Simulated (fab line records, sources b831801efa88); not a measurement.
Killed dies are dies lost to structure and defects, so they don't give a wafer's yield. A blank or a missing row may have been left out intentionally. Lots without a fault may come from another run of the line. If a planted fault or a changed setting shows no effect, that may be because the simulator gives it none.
What tool caused it? ; flow sfqLine ; 7 lots with 21 wafers sampled at 5 steps, on a route of 325 steps

## WHAT THE GAUGES SHOWED, per wafer
SFQ_R5_RS_MEAS_933: measures by four-point-probe.
lot;measured;on;R5_MONX_RS (ohm/sq)
L839;day 56 20:44;filmMetro-01;7.01 6.89 6.87
L842;day 57 08:44;filmMetro-01;9.57 9.54 9.57 9.58 9.56 9.58
L846;day 58 02:04;filmMetro-02;9.70 9.68 9.68 9.73 9.70 9.70
L849;day 59 12:28;filmMetro-01;7.08 7.14 7.05
L854;day 60 11:55;filmMetro-02;7.04 6.99 7.04
L857;day 60 23:55;filmMetro-02;6.97 7.12 7.17
L859;day 61 05:56;filmMetro-02;6.97 6.93 6.97

## WHICH TOOL RAN EACH LOT (tool, then ch and the chambers of the sampled wafers, then the start)
lot;SFQ_TRILAYER_I4_VIA_BARC_OPEN_VIA_ETCH_146;SFQ_TRILAYER_JJ_CE_STRIP_STRIP_120;SFQ_TRILAYER_R5_DEP_SPUTTER_133;SFQ_TRILAYER_R5_DEP_SPUTTER_134
L839;rieDiel-01 ch 0,2,3, day 50 04:59;rieMetal-01 ch 0,1, day 56 12:04;pvdSputter-04, day 56 20:39;pvdSputter-04, day 56 20:42
L842;rieDiel-04 ch 1,2, day 50 18:01;rieMetal-02 ch 0,1, day 57 00:04;pvdSputter-04, day 57 08:39;pvdSputter-04, day 57 08:42
L846;rieDiel-01 ch 1,2,3, day 51 10:49;rieMetal-03 ch 0,1, day 57 15:40;pvdSputter-04, day 58 01:59;pvdSputter-04, day 58 02:02
L849;rieDiel-04 ch 0,1,2, day 53 00:01;rieMetal-02 ch 0,1, day 59 03:52;pvdSputter-06, day 59 12:22;pvdSputter-06, day 59 12:25
L854;rieDiel-04 ch 1,2,3, day 53 22:25;rieMetal-02 ch 0,1, day 60 01:16;pvdSputter-06, day 60 11:49;pvdSputter-06, day 60 11:52
L857;rieDiel-04 ch 1,3, day 54 06:49;rieMetal-03 ch 0,1, day 60 07:16;pvdSputter-06, day 60 23:49;pvdSputter-06, day 60 23:52
L859;rieDiel-01 ch 0,2,3, day 54 21:13;rieMetal-01 ch 0,1, day 60 20:41;pvdSputter-04, day 61 05:52;pvdSputter-04, day 61 05:55
- SFQ_TRILAYER_I4_VIA_BARC_OPEN_VIA_ETCH_146: etches BARC in O2, target depth 125 nm, time 41.7 s.
- SFQ_TRILAYER_JJ_CE_STRIP_STRIP_120: strips in O2.
- SFQ_TRILAYER_R5_DEP_SPUTTER_133: material MoNx, target thk 40 nm, time 66.7 s.
- SFQ_TRILAYER_R5_DEP_SPUTTER_134: material Ti, target thk 5 nm, time 5 s.

## THE ANSWER, worked out from the rows above alone
Rule: usual is defined by the lots themselves. Put in order of their means at a reading, lots are off if they are a third of the lots or fewer, leave a main group of 4 or more, and stand apart from it by a gap of 3 or more times the standard deviation of the main group's means; of several such gaps the widest counts. Not used: any main group whose means are identical at the precision the tables above print for the reading. Also off: a lot with no number at a reading for which 4 or more lots have one. All remaining lots with rows at the step are treated as sound.
Off: at SFQ_R5_RS_MEAS_933 (R5_MONX_RS), L842, L846. The main group has a mean of 7.02 ohm/sq with a standard deviation of 0.067.
A tool fits if, at a process step before that reading, it ran every lot that is off, and no sound lot after the first of them. The gauges at SFQ_R5_RS_MEAS_933 are tried like those tools. Of those tried, none fits.

## WHAT THE SIMULATOR HAD INSERTED
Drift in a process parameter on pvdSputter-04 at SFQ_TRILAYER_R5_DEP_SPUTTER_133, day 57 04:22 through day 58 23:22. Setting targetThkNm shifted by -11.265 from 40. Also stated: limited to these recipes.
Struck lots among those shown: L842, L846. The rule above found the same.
